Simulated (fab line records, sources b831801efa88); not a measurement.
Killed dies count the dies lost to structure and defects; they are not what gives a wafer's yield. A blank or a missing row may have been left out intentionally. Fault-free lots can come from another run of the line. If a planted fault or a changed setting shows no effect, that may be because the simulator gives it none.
Matching of chambers | flow gf180mcu | 3 sister chambers for GF_SAB_CVD_00 on pecvd-04
The step deposits SiO2 from TEOS, target thk 50 nm, time 4.9302 s. 6 wafers are shown with their chamber, then 8 later ones without.

## WAFERS PAIRED WITH THEIR CHAMBERS
wafer  | chamber | heater-power-outer-w (W) | heater-power-w (W)
L083.5 | 0       | 559                      | 902
L084.5 | 2       | 359                      | 650
L086.1 | 0       | 560                      | 891
L086.4 | 1       | 437                      | 722
L086.5 | 2       | 347                      | 642
L090.3 | 1       | 449                      | 737

## WAFERS WITHOUT THEIR CHAMBER
wafer  | heater-power-outer-w (W) | heater-power-w (W)
L090.5 | 505                      | 860
L090.6 | 350                      | 626
L091.1 | 327                      | 612
L091.2 | 435                      | 698
L091.6 | 570                      | 963
L092.1 | 553                      | 900
L092.2 | 391                      | 666
L092.6 | 354                      | 642

## THE CHAMBER EACH PASSED THROUGH
wafer  | from the rows above | in truth
L090.5 | 0                   | 0
L090.6 | 2                   | 2
L091.1 | 2                   | 2
L091.2 | 1                   | 1
L091.6 | 0                   | 0
L092.1 | 0                   | 0
L092.2 | 2                   | 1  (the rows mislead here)
L092.6 | 2                   | 2
7 of 8 placed correctly. Number that these rows cannot place: 0. Number placed wrongly: 1.
How it was worked out, from the rows above alone: a wafer's distance from a chamber is the root of the sum, over the readings, of the square of ((its reading less the chamber's mean) divided by the reading's scatter). The wafer belongs to the nearest chamber; if the next one is less than 2 further off, it can't be placed. A chamber's mean is the mean of its shown wafers. The scatter: take each reading less its chamber's mean, square it, sum over the shown wafers, divide by the number of wafers less the number of chambers, and take the root.
